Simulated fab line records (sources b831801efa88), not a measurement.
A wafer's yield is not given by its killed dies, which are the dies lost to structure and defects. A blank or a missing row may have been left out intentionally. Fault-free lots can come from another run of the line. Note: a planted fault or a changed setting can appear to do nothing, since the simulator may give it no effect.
The tool behind it: which one? || flow sky130 || 24 lots with 72 wafers sampled at 6 steps, on a route of 708 steps

WHAT THE GAUGES READ, wafer by wafer
SKY_LOCAL_INTERCONNECT_RS_MEAS_01: measurement is done with a four-point probe.
{"lot": "L074", "measured": "day 29 20:49", "on": "filmMetro-03", "LOCAL_INTERCONNECT_TIN_RS (ohm/sq)": "14.07 14.09 14.09"}
{"lot": "L075", "measured": "day 29 21:59", "on": "filmMetro-03", "LOCAL_INTERCONNECT_TIN_RS (ohm/sq)": "13.78 13.70 13.75"}
{"lot": "L076", "measured": "day 31 01:59", "on": "filmMetro-04", "LOCAL_INTERCONNECT_TIN_RS (ohm/sq)": "14.13 14.34 14.29"}
{"lot": "L077", "measured": "day 31 02:19", "on": "filmMetro-03", "LOCAL_INTERCONNECT_TIN_RS (ohm/sq)": "14.20 14.13 14.20"}
{"lot": "L078", "measured": "day 31 08:26", "on": "filmMetro-04", "LOCAL_INTERCONNECT_TIN_RS (ohm/sq)": "14.01 13.98 14.08"}
{"lot": "L079", "measured": "day 31 13:39", "on": "filmMetro-03", "LOCAL_INTERCONNECT_TIN_RS (ohm/sq)": "14.07 14.23 14.07"}
{"lot": "L082", "measured": "day 31 22:17", "on": "filmMetro-03", "LOCAL_INTERCONNECT_TIN_RS (ohm/sq)": "14.35 14.30 14.22"}
{"lot": "L080", "measured": "day 32 00:37", "on": "filmMetro-03", "LOCAL_INTERCONNECT_TIN_RS (ohm/sq)": "14.37 14.35 14.14"}
{"lot": "L081", "measured": "day 32 01:49", "on": "filmMetro-03", "LOCAL_INTERCONNECT_TIN_RS (ohm/sq)": "14.10 14.22 14.07"}
{"lot": "L083", "measured": "day 32 06:26", "on": "filmMetro-03", "LOCAL_INTERCONNECT_TIN_RS (ohm/sq)": "14.10 14.24 14.24"}
{"lot": "L084", "measured": "day 32 17:38", "on": "filmMetro-04", "LOCAL_INTERCONNECT_TIN_RS (ohm/sq)": "14.26 14.19 14.28"}
{"lot": "L086", "measured": "day 33 04:29", "on": "filmMetro-01", "LOCAL_INTERCONNECT_TIN_RS (ohm/sq)": "14.00 14.09 14.02"}
{"lot": "L085", "measured": "day 33 07:22", "on": "filmMetro-04", "LOCAL_INTERCONNECT_TIN_RS (ohm/sq)": "14.13 14.29 14.17"}
{"lot": "L087", "measured": "day 33 11:06", "on": "filmMetro-01", "LOCAL_INTERCONNECT_TIN_RS (ohm/sq)": "14.13 14.12 14.08"}
{"lot": "L088", "measured": "day 33 21:49", "on": "filmMetro-04", "LOCAL_INTERCONNECT_TIN_RS (ohm/sq)": "14.27 14.23 14.18"}
{"lot": "L089", "measured": "day 35 03:52", "on": "filmMetro-03", "LOCAL_INTERCONNECT_TIN_RS (ohm/sq)": "14.06 14.00 14.07"}
{"lot": "L091", "measured": "day 35 04:16", "on": "filmMetro-04", "LOCAL_INTERCONNECT_TIN_RS (ohm/sq)": "13.98 14.15 13.93"}
{"lot": "L090", "measured": "day 35 04:29", "on": "filmMetro-04", "LOCAL_INTERCONNECT_TIN_RS (ohm/sq)": "14.04 14.15 14.05"}
{"lot": "L092", "measured": "day 35 05:35", "on": "filmMetro-04", "LOCAL_INTERCONNECT_TIN_RS (ohm/sq)": "14.19 14.03 14.08"}
{"lot": "L093", "measured": "day 35 11:42", "on": "filmMetro-04", "LOCAL_INTERCONNECT_TIN_RS (ohm/sq)": "14.06 14.04 14.04"}
{"lot": "L094", "measured": "day 36 00:14", "on": "filmMetro-04", "LOCAL_INTERCONNECT_TIN_RS (ohm/sq)": "14.44 14.43 14.46"}
{"lot": "L095", "measured": "day 36 05:56", "on": "filmMetro-03", "LOCAL_INTERCONNECT_TIN_RS (ohm/sq)": "14.07 14.15 14.13"}
{"lot": "L096", "measured": "day 36 11:40", "on": "filmMetro-04", "LOCAL_INTERCONNECT_TIN_RS (ohm/sq)": "14.14 14.12 14.19"}
{"lot": "L097", "measured": "day 36 13:16", "on": "filmMetro-04", "LOCAL_INTERCONNECT_TIN_RS (ohm/sq)": "14.09 14.07 13.94"}

SKY_METAL2_OVL_MEAS_16.
{"lot": "L074", "measured": "day 35 22:17", "on": "overlay-02", "METAL2_OVL (nm)": "6 -4 0"}
{"lot": "L075", "measured": "day 35 22:33", "on": "overlay-01", "METAL2_OVL (nm)": "-6 2 1"}
{"lot": "L076", "measured": "day 36 20:50", "on": "overlay-01", "METAL2_OVL (nm)": "5 5 6"}
{"lot": "L077", "measured": "day 36 21:47", "on": "overlay-02", "METAL2_OVL (nm)": "-8 0 -1"}
{"lot": "L078", "measured": "day 37 04:00", "on": "overlay-01", "METAL2_OVL (nm)": "-1 -3 1"}
{"lot": "L079", "measured": "day 37 08:47", "on": "overlay-01", "METAL2_OVL (nm)": "7 -3 -2"}
{"lot": "L082", "measured": "day 37 16:29", "on": "overlay-02", "METAL2_OVL (nm)": "-1 -3 3"}
{"lot": "L080", "measured": "day 37 17:39", "on": "overlay-01", "METAL2_OVL (nm)": "1 0 -3"}
{"lot": "L081", "measured": "day 37 20:44", "on": "overlay-02", "METAL2_OVL (nm)": "12 2 8"}
{"lot": "L083", "measured": "day 37 22:15", "on": "overlay-02", "METAL2_OVL (nm)": "-3 0 -1"}
{"lot": "L084", "measured": "day 38 10:41", "on": "overlay-01", "METAL2_OVL (nm)": "-4 -6 -14"}
{"lot": "L086", "measured": "day 38 20:21", "on": "overlay-02", "METAL2_OVL (nm)": "1 1 7"}
{"lot": "L085", "measured": "day 39 00:53", "on": "overlay-02", "METAL2_OVL (nm)": "-4 3 0"}
{"lot": "L087", "measured": "day 39 02:36", "on": "overlay-01", "METAL2_OVL (nm)": "-2 5 6"}
{"lot": "L088", "measured": "day 39 12:48", "on": "overlay-02", "METAL2_OVL (nm)": "-7 1 3"}
{"lot": "L089", "measured": "day 40 14:41", "on": "overlay-01", "METAL2_OVL (nm)": "-6 -16 -10"}
{"lot": "L091", "measured": "day 40 15:39", "on": "overlay-01", "METAL2_OVL (nm)": "-5 -11 0"}
{"lot": "L090", "measured": "day 40 16:39", "on": "overlay-01", "METAL2_OVL (nm)": "15 6 12"}
{"lot": "L092", "measured": "day 40 17:41", "on": "overlay-02", "METAL2_OVL (nm)": "7 4 1"}
{"lot": "L093", "measured": "day 41 00:05", "on": "overlay-02", "METAL2_OVL (nm)": "5 10 8"}
{"lot": "L094", "measured": "day 41 10:52", "on": "overlay-02", "METAL2_OVL (nm)": "-2 -3 0"}
{"lot": "L095", "measured": "day 41 18:38", "on": "overlay-02", "METAL2_OVL (nm)": "-10 3 -6"}
{"lot": "L096", "measured": "day 41 22:17", "on": "overlay-01", "METAL2_OVL (nm)": "3 6 -1"}
{"lot": "L097", "measured": "day 42 00:05", "on": "overlay-02", "METAL2_OVL (nm)": "-4 1 -1"}

SKY_METAL3_CD_MEAS_13: the cd target is 300 nm.
{"lot": "L074", "measured": "day 39 05:22", "on": "cdSem-02", "cdNm (nm)": "300.7 298.3 299.8"}
{"lot": "L075", "measured": "day 39 05:43", "on": "cdSem-01", "cdNm (nm)": "301.2 300.2 301.0"}
{"lot": "L076", "measured": "day 40 04:03", "on": "cdSem-01", "cdNm (nm)": "301.6 300.1 301.7"}
{"lot": "L077", "measured": "day 40 05:23", "on": "cdSem-02", "cdNm (nm)": "299.7 301.1 300.3"}
{"lot": "L078", "measured": "day 40 09:42", "on": "cdSem-02", "cdNm (nm)": "300.3 300.2 301.6"}
{"lot": "L079", "measured": "day 40 14:15", "on": "cdSem-01", "cdNm (nm)": "297.8 297.9 297.9"}
{"lot": "L082", "measured": "day 40 21:45", "on": "cdSem-02", "cdNm (nm)": "300.5 300.0 300.0"}
{"lot": "L080", "measured": "day 40 22:55", "on": "cdSem-01", "cdNm (nm)": "298.5 297.4 298.7"}
{"lot": "L081", "measured": "day 41 01:41", "on": "cdSem-01", "cdNm (nm)": "298.2 299.0 298.4"}
{"lot": "L083", "measured": "day 41 03:19", "on": "cdSem-02", "cdNm (nm)": "300.5 301.4 302.6"}
{"lot": "L084", "measured": "day 41 14:23", "on": "cdSem-02", "cdNm (nm)": "299.2 298.6 299.6"}
{"lot": "L086", "measured": "day 41 23:28", "on": "cdSem-02", "cdNm (nm)": "302.2 301.3 301.2"}
{"lot": "L085", "measured": "day 42 03:25", "on": "cdSem-02", "cdNm (nm)": "298.1 299.9 300.0"}
{"lot": "L087", "measured": "day 42 05:32", "on": "cdSem-02", "cdNm (nm)": "301.0 300.8 300.8"}
{"lot": "L088", "measured": "day 42 15:16", "on": "cdSem-02", "cdNm (nm)": "300.9 300.0 300.7"}
{"lot": "L089", "measured": "day 43 16:25", "on": "cdSem-02", "cdNm (nm)": "298.7 299.5 300.3"}
{"lot": "L091", "measured": "day 43 16:41", "on": "cdSem-02", "cdNm (nm)": "297.9 297.7 298.5"}
{"lot": "L090", "measured": "day 43 16:52", "on": "cdSem-02", "cdNm (nm)": "299.3 299.6 300.2"}
{"lot": "L092", "measured": "day 43 17:14", "on": "cdSem-02", "cdNm (nm)": "298.0 300.0 299.2"}
{"lot": "L093", "measured": "day 44 01:41", "on": "cdSem-02", "cdNm (nm)": "298.1 298.1 298.7"}
{"lot": "L094", "measured": "day 44 12:00", "on": "cdSem-02", "cdNm (nm)": "299.2 299.6 299.1"}
{"lot": "L095", "measured": "day 44 19:18", "on": "cdSem-02", "cdNm (nm)": "298.9 297.2 298.1"}
{"lot": "L096", "measured": "day 44 21:46", "on": "cdSem-02", "cdNm (nm)": "298.5 298.6 299.1"}
{"lot": "L097", "measured": "day 45 00:38", "on": "cdSem-02", "cdNm (nm)": "300.0 299.0 299.0"}

SKY_METAL3_OVL_MEAS_14.
{"lot": "L074", "measured": "day 39 05:29", "on": "overlay-02", "METAL3_OVL (nm)": "-6 -6 -7"}
{"lot": "L075", "measured": "day 39 05:50", "on": "overlay-02", "METAL3_OVL (nm)": "-3 -9 0"}
{"lot": "L076", "measured": "day 40 04:09", "on": "overlay-02", "METAL3_OVL (nm)": "1 5 5"}
{"lot": "L077", "measured": "day 40 05:30", "on": "overlay-01", "METAL3_OVL (nm)": "-4 -19 -12"}
{"lot": "L078", "measured": "day 40 09:48", "on": "overlay-02", "METAL3_OVL (nm)": "-2 -2 -8"}
{"lot": "L079", "measured": "day 40 14:22", "on": "overlay-01", "METAL3_OVL (nm)": "-6 -5 -6"}
{"lot": "L082", "measured": "day 40 21:51", "on": "overlay-02", "METAL3_OVL (nm)": "6 -1 9"}
{"lot": "L080", "measured": "day 40 23:01", "on": "overlay-02", "METAL3_OVL (nm)": "1 -6 -8"}
{"lot": "L081", "measured": "day 41 01:48", "on": "overlay-02", "METAL3_OVL (nm)": "-2 -4 -3"}
{"lot": "L083", "measured": "day 41 03:24", "on": "overlay-01", "METAL3_OVL (nm)": "13 7 11"}
{"lot": "L084", "measured": "day 41 14:31", "on": "overlay-02", "METAL3_OVL (nm)": "7 2 4"}
{"lot": "L086", "measured": "day 41 23:34", "on": "overlay-02", "METAL3_OVL (nm)": "1 1 8"}
{"lot": "L085", "measured": "day 42 03:32", "on": "overlay-01", "METAL3_OVL (nm)": "-5 1 -1"}
{"lot": "L087", "measured": "day 42 05:39", "on": "overlay-01", "METAL3_OVL (nm)": "-2 -3 -1"}
{"lot": "L088", "measured": "day 42 15:21", "on": "overlay-02", "METAL3_OVL (nm)": "4 2 3"}
{"lot": "L089", "measured": "day 43 16:32", "on": "overlay-02", "METAL3_OVL (nm)": "-1 -1 2"}
{"lot": "L091", "measured": "day 43 16:47", "on": "overlay-02", "METAL3_OVL (nm)": "-3 -5 -2"}
{"lot": "L090", "measured": "day 43 16:59", "on": "overlay-01", "METAL3_OVL (nm)": "5 5 9"}
{"lot": "L092", "measured": "day 43 17:21", "on": "overlay-02", "METAL3_OVL (nm)": "-10 0 0"}
{"lot": "L093", "measured": "day 44 01:48", "on": "overlay-02", "METAL3_OVL (nm)": "-2 -11 -5"}
{"lot": "L094", "measured": "day 44 12:07", "on": "overlay-02", "METAL3_OVL (nm)": "-2 1 0"}
{"lot": "L095", "measured": "day 44 19:24", "on": "overlay-01", "METAL3_OVL (nm)": "2 -2 -1"}
{"lot": "L096", "measured": "day 44 21:53", "on": "overlay-02", "METAL3_OVL (nm)": "-2 2 -8"}
{"lot": "L097", "measured": "day 45 00:45", "on": "overlay-01", "METAL3_OVL (nm)": "13 10 10"}

TOOL THAT RAN EACH LOT (tool first, then ch and the chambers of the sampled wafers, then the start)
{"lot": "L074", "SKY_LI_CONTACT_CVD_21": "cvdW-01 ch 1, day 29 20:01", "SKY_METAL1_DESCUM_17": "rieMetal-03 ch 0,1, day 33 12:35"}
{"lot": "L075", "SKY_LI_CONTACT_CVD_21": "cvdW-02 ch 0,1, day 29 21:19", "SKY_METAL1_DESCUM_17": "rieMetal-02 ch 0,1, day 33 13:07"}
{"lot": "L076", "SKY_LI_CONTACT_CVD_21": "cvdW-02 ch 0, day 31 01:17", "SKY_METAL1_DESCUM_17": "rieMetal-03 ch 0,1, day 34 14:31"}
{"lot": "L077", "SKY_LI_CONTACT_CVD_21": "cvdW-01 ch 1, day 31 01:38", "SKY_METAL1_DESCUM_17": "rieMetal-04 ch 1, day 34 15:32"}
{"lot": "L078", "SKY_LI_CONTACT_CVD_21": "cvdW-01 ch 0,1, day 31 07:44", "SKY_METAL1_DESCUM_17": "rieMetal-02 ch 0,1, day 34 21:02"}
{"lot": "L079", "SKY_LI_CONTACT_CVD_21": "cvdW-02 ch 0,1, day 31 12:58", "SKY_METAL1_DESCUM_17": "rieMetal-04 ch 1, day 35 01:36"}
{"lot": "L082", "SKY_LI_CONTACT_CVD_21": "cvdW-02 ch 0,1, day 31 21:36", "SKY_METAL1_DESCUM_17": "rieMetal-04 ch 0,1, day 35 09:34"}
{"lot": "L080", "SKY_LI_CONTACT_CVD_21": "cvdW-02 ch 0,1, day 31 23:56", "SKY_METAL1_DESCUM_17": "rieMetal-02 ch 0,1, day 35 11:20"}
{"lot": "L081", "SKY_LI_CONTACT_CVD_21": "cvdW-01 ch 0,1, day 32 01:09", "SKY_METAL1_DESCUM_17": "rieMetal-04 ch 0,1, day 35 12:17"}
{"lot": "L083", "SKY_LI_CONTACT_CVD_21": "cvdW-01 ch 0,1, day 32 05:46", "SKY_METAL1_DESCUM_17": "rieMetal-03 ch 0,1, day 35 16:09"}
{"lot": "L084", "SKY_LI_CONTACT_CVD_21": "cvdW-02 ch 0,1, day 32 16:58", "SKY_METAL1_DESCUM_17": "rieMetal-02 ch 0,1, day 36 04:11"}
{"lot": "L086", "SKY_LI_CONTACT_CVD_21": "cvdW-02 ch 0,1, day 33 03:47", "SKY_METAL1_DESCUM_17": "rieMetal-04 ch 0,1, day 36 14:13"}
{"lot": "L085", "SKY_LI_CONTACT_CVD_21": "cvdW-02 ch 0,1, day 33 06:42", "SKY_METAL1_DESCUM_17": "rieMetal-04 ch 1, day 36 17:16"}
{"lot": "L087", "SKY_LI_CONTACT_CVD_21": "cvdW-02 ch 0,1, day 33 10:20", "SKY_METAL1_DESCUM_17": "rieMetal-04 ch 0,1, day 36 20:08"}
{"lot": "L088", "SKY_LI_CONTACT_CVD_21": "cvdW-02 ch 0,1, day 33 21:02", "SKY_METAL1_DESCUM_17": "rieMetal-04 ch 0,1, day 37 08:41"}
{"lot": "L089", "SKY_LI_CONTACT_CVD_21": "cvdW-01 ch 0,1, day 35 03:12", "SKY_METAL1_DESCUM_17": "rieMetal-02 ch 0,1, day 38 12:05"}
{"lot": "L091", "SKY_LI_CONTACT_CVD_21": "cvdW-02 ch 0,1, day 35 03:35", "SKY_METAL1_DESCUM_17": "rieMetal-04 ch 0,1, day 38 13:02"}
{"lot": "L090", "SKY_LI_CONTACT_CVD_21": "cvdW-01 ch 0, day 35 03:45", "SKY_METAL1_DESCUM_17": "rieMetal-03 ch 0,1, day 38 13:37"}
{"lot": "L092", "SKY_LI_CONTACT_CVD_21": "cvdW-02 ch 0,1, day 35 04:54", "SKY_METAL1_DESCUM_17": "rieMetal-02 ch 1, day 38 14:59"}
{"lot": "L093", "SKY_LI_CONTACT_CVD_21": "cvdW-02 ch 1, day 35 11:01", "SKY_METAL1_DESCUM_17": "rieMetal-03 ch 0,1, day 38 20:32"}
{"lot": "L094", "SKY_LI_CONTACT_CVD_21": "cvdW-01 ch 0,1, day 35 23:33", "SKY_METAL1_DESCUM_17": "rieMetal-04 ch 0,1, day 39 07:59"}
{"lot": "L095", "SKY_LI_CONTACT_CVD_21": "cvdW-01 ch 0,1, day 36 05:14", "SKY_METAL1_DESCUM_17": "rieMetal-02 ch 0,1, day 39 13:25"}
{"lot": "L096", "SKY_LI_CONTACT_CVD_21": "cvdW-02 ch 0,1, day 36 10:59", "SKY_METAL1_DESCUM_17": "rieMetal-02 ch 0,1, day 39 18:17"}
{"lot": "L097", "SKY_LI_CONTACT_CVD_21": "cvdW-01 ch 0,1, day 36 12:34", "SKY_METAL1_DESCUM_17": "rieMetal-03 ch 0, day 39 20:44"}
- SKY_LI_CONTACT_CVD_21: deposits W, target thk 400 nm, time 120.56 s.
- SKY_METAL1_DESCUM_17: chemistry O2, time 8 s.

WHAT THE TOOLS THEMSELVES READ (means of the sampled wafers that have a number; where no wafer has one, the mark that the record gives instead)
SKY_LI_CONTACT_CVD_21.
{"lot": "L074", "tool": "cvdW-01", "chamberPressureTorr (Torr)": 39.98, "heaterPowerW (W)": 835}
{"lot": "L075", "tool": "cvdW-02", "chamberPressureTorr (Torr)": 40.02, "heaterPowerW (W)": 976}
{"lot": "L076", "tool": "cvdW-02", "chamberPressureTorr (Torr)": 40.08, "heaterPowerW (W)": 1101}
{"lot": "L077", "tool": "cvdW-01", "chamberPressureTorr (Torr)": 40.03, "heaterPowerW (W)": 837}
{"lot": "L078", "tool": "cvdW-01", "chamberPressureTorr (Torr)": 40.01, "heaterPowerW (W)": 830}
{"lot": "L079", "tool": "cvdW-02", "chamberPressureTorr (Torr)": 39.97, "heaterPowerW (W)": 959}
{"lot": "L082", "tool": "cvdW-02", "chamberPressureTorr (Torr)": 39.97, "heaterPowerW (W)": 963}
{"lot": "L080", "tool": "cvdW-02", "chamberPressureTorr (Torr)": 40.04, "heaterPowerW (W)": 968}
{"lot": "L081", "tool": "cvdW-01", "chamberPressureTorr (Torr)": 40.14, "heaterPowerW (W)": 822}
{"lot": "L083", "tool": "cvdW-01", "chamberPressureTorr (Torr)": 40.08, "heaterPowerW (W)": 848}
{"lot": "L084", "tool": "cvdW-02", "chamberPressureTorr (Torr)": 40.06, "heaterPowerW (W)": 968}
{"lot": "L086", "tool": "cvdW-02", "chamberPressureTorr (Torr)": 40.02, "heaterPowerW (W)": 972}
{"lot": "L085", "tool": "cvdW-02", "chamberPressureTorr (Torr)": 39.98, "heaterPowerW (W)": 1027}
{"lot": "L087", "tool": "cvdW-02", "chamberPressureTorr (Torr)": 39.97, "heaterPowerW (W)": 989}
{"lot": "L088", "tool": "cvdW-02", "chamberPressureTorr (Torr)": 39.95, "heaterPowerW (W)": 1056}
{"lot": "L089", "tool": "cvdW-01", "chamberPressureTorr (Torr)": 39.98, "heaterPowerW (W)": 837}
{"lot": "L091", "tool": "cvdW-02", "chamberPressureTorr (Torr)": 39.98, "heaterPowerW (W)": 1040}
{"lot": "L090", "tool": "cvdW-01", "chamberPressureTorr (Torr)": 39.90, "heaterPowerW (W)": 844}
{"lot": "L092", "tool": "cvdW-02", "chamberPressureTorr (Torr)": 40.04, "heaterPowerW (W)": 982}
{"lot": "L093", "tool": "cvdW-02", "chamberPressureTorr (Torr)": 39.95, "heaterPowerW (W)": 899}
{"lot": "L094", "tool": "cvdW-01", "chamberPressureTorr (Torr)": 40.07, "heaterPowerW (W)": 842}
{"lot": "L095", "tool": "cvdW-01", "chamberPressureTorr (Torr)": 39.98, "heaterPowerW (W)": 844}
{"lot": "L096", "tool": "cvdW-02", "chamberPressureTorr (Torr)": 40.03, "heaterPowerW (W)": 1050}
{"lot": "L097", "tool": "cvdW-01", "chamberPressureTorr (Torr)": 40.01, "heaterPowerW (W)": 852}

SKY_METAL1_DESCUM_17.
{"lot": "L074", "tool": "rieMetal-03", "drypumpMotorCurrentA (A)": 6.3, "oesProductAu (a.u.)": 0.997}
{"lot": "L075", "tool": "rieMetal-02", "drypumpMotorCurrentA (A)": 5.5, "oesProductAu (a.u.)": 1.004}
{"lot": "L076", "tool": "rieMetal-03", "drypumpMotorCurrentA (A)": 6.1, "oesProductAu (a.u.)": 1.006}
{"lot": "L077", "tool": "rieMetal-04", "drypumpMotorCurrentA (A)": 5.5, "oesProductAu (a.u.)": 1.002}
{"lot": "L078", "tool": "rieMetal-02", "drypumpMotorCurrentA (A)": 5.6, "oesProductAu (a.u.)": 0.999}
{"lot": "L079", "tool": "rieMetal-04", "drypumpMotorCurrentA (A)": 5.5, "oesProductAu (a.u.)": 1.005}
{"lot": "L082", "tool": "rieMetal-04", "drypumpMotorCurrentA (A)": 5.6, "oesProductAu (a.u.)": 1.010}
{"lot": "L080", "tool": "rieMetal-02", "drypumpMotorCurrentA (A)": 5.2, "oesProductAu (a.u.)": 0.997}
{"lot": "L081", "tool": "rieMetal-04", "drypumpMotorCurrentA (A)": 5.6, "oesProductAu (a.u.)": 1.014}
{"lot": "L083", "tool": "rieMetal-03", "drypumpMotorCurrentA (A)": 6.2, "oesProductAu (a.u.)": 0.995}
{"lot": "L084", "tool": "rieMetal-02", "drypumpMotorCurrentA (A)": 5.2, "oesProductAu (a.u.)": 1.004}
{"lot": "L086", "tool": "rieMetal-04", "drypumpMotorCurrentA (A)": 5.6, "oesProductAu (a.u.)": 1.004}
{"lot": "L085", "tool": "rieMetal-04", "drypumpMotorCurrentA (A)": 5.5, "oesProductAu (a.u.)": 1.002}
{"lot": "L087", "tool": "rieMetal-04", "drypumpMotorCurrentA (A)": 5.6, "oesProductAu (a.u.)": 1.003}
{"lot": "L088", "tool": "rieMetal-04", "drypumpMotorCurrentA (A)": 5.6, "oesProductAu (a.u.)": 1.011}
{"lot": "L089", "tool": "rieMetal-02", "drypumpMotorCurrentA (A)": 5.6, "oesProductAu (a.u.)": 1.003}
{"lot": "L091", "tool": "rieMetal-04", "drypumpMotorCurrentA (A)": 5.6, "oesProductAu (a.u.)": 1.012}
{"lot": "L090", "tool": "rieMetal-03", "drypumpMotorCurrentA (A)": 6.1, "oesProductAu (a.u.)": 1.003}
{"lot": "L092", "tool": "rieMetal-02", "drypumpMotorCurrentA (A)": 5.9, "oesProductAu (a.u.)": 1.010}
{"lot": "L093", "tool": "rieMetal-03", "drypumpMotorCurrentA (A)": 6.3, "oesProductAu (a.u.)": 1.004}
{"lot": "L094", "tool": "rieMetal-04", "drypumpMotorCurrentA (A)": 5.6, "oesProductAu (a.u.)": 1.012}
{"lot": "L095", "tool": "rieMetal-02", "drypumpMotorCurrentA (A)": 5.5, "oesProductAu (a.u.)": 1.000}
{"lot": "L096", "tool": "rieMetal-02", "drypumpMotorCurrentA (A)": 5.5, "oesProductAu (a.u.)": 1.002}
{"lot": "L097", "tool": "rieMetal-03", "drypumpMotorCurrentA (A)": 6.4, "oesProductAu (a.u.)": 0.992}

THE ANSWER, worked out from the rows above alone
Rule: the usual values come from the lots themselves. Put in order of their means at a reading, lots are off if they are a third of the lots or fewer, leave a main group of 4 or more, and stand apart from it by a gap of 3 or more times the standard deviation of the main group's means; of several such gaps the widest counts. The tables above print the reading to a certain number of digits; a main group whose means all agree to those digits is not used. Also off: a lot with no number at a reading for which 4 or more lots have one. Any other lot the step has rows for is counted as sound. First the gauges in route order, then the tools' own readings, where a lot's mean is used as printed above. The first step at which some lot is off is used, and at that step the reading that is off furthest; a lot without a number counts as furthest.
No lot is off at any reading shown: from this, nothing can be told.

WHAT HAD BEEN PUT IN BY THE SIMULATOR
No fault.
